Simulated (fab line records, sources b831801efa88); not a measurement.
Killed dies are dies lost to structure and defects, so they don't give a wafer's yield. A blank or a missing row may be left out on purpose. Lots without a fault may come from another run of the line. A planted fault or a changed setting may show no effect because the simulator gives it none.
Chamber matching | flow sky130 | SKY_VIA1_CMP_02 on cmp-02: 4 sister chambers
The step polishes SiO2. 8 wafers are shown with their chamber, then 11 later ones without.

WAFERS WITH THEIR CHAMBER
wafer  | chamber | motor_current_A (A)
L083.5 | 1       | 12.6
L086.6 | 0       | 9.9
L088.3 | 1       | 12.1
L089.4 | 0       | 10.1
L090.3 | 3       | 12.4
L090.5 | 3       | 11.9
L090.6 | 2       | 11.4
L092.1 | 2       | 11.4

WAFERS WITHOUT THEIR CHAMBER
wafer  | motor_current_A (A)
L092.2 | 11.9
L092.4 | 9.5
L094.1 | 11.3
L094.2 | 11.6
L094.6 | 10.5
L096.3 | 11.8
L096.4 | 12.0
L096.5 | 12.4
L097.3 | 11.8
L097.4 | 12.2
L097.5 | 12.1

WHICH CHAMBER EACH WENT THROUGH
wafer  | from the rows above          | in truth
L092.2 | can't be placed: 3 or 1 or 2 | 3
L092.4 | 0                            | 0
L094.1 | 2                            | 2
L094.2 | can't be placed: 2 or 3      | 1
L094.6 | can't be placed: 0 or 2      | 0
L096.3 | can't be placed: 3 or 2 or 1 | 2
L096.4 | can't be placed: 3 or 1 or 2 | 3
L096.5 | can't be placed: 1 or 3      | 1
L097.3 | can't be placed: 3 or 2 or 1 | 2
L097.4 | can't be placed: 3 or 1      | 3
L097.5 | can't be placed: 3 or 1      | 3
Placed correctly: 2 of 11. Can't be placed from these rows: 9 (the true chamber is among the candidates in 8). Placed wrongly: 0.
How it was worked out, from the rows above alone: a wafer's distance from a chamber is the root of the sum, over the readings, of the square of ((its reading less the chamber's mean) divided by the reading's scatter). The wafer belongs to the nearest chamber; if the next one is less than 2 further off, it can't be placed. A chamber's mean is the mean of its shown wafers. The scatter: the root of (the sum of the squares of (reading less its chamber's mean) over the shown wafers, divided by (wafers less chambers)).
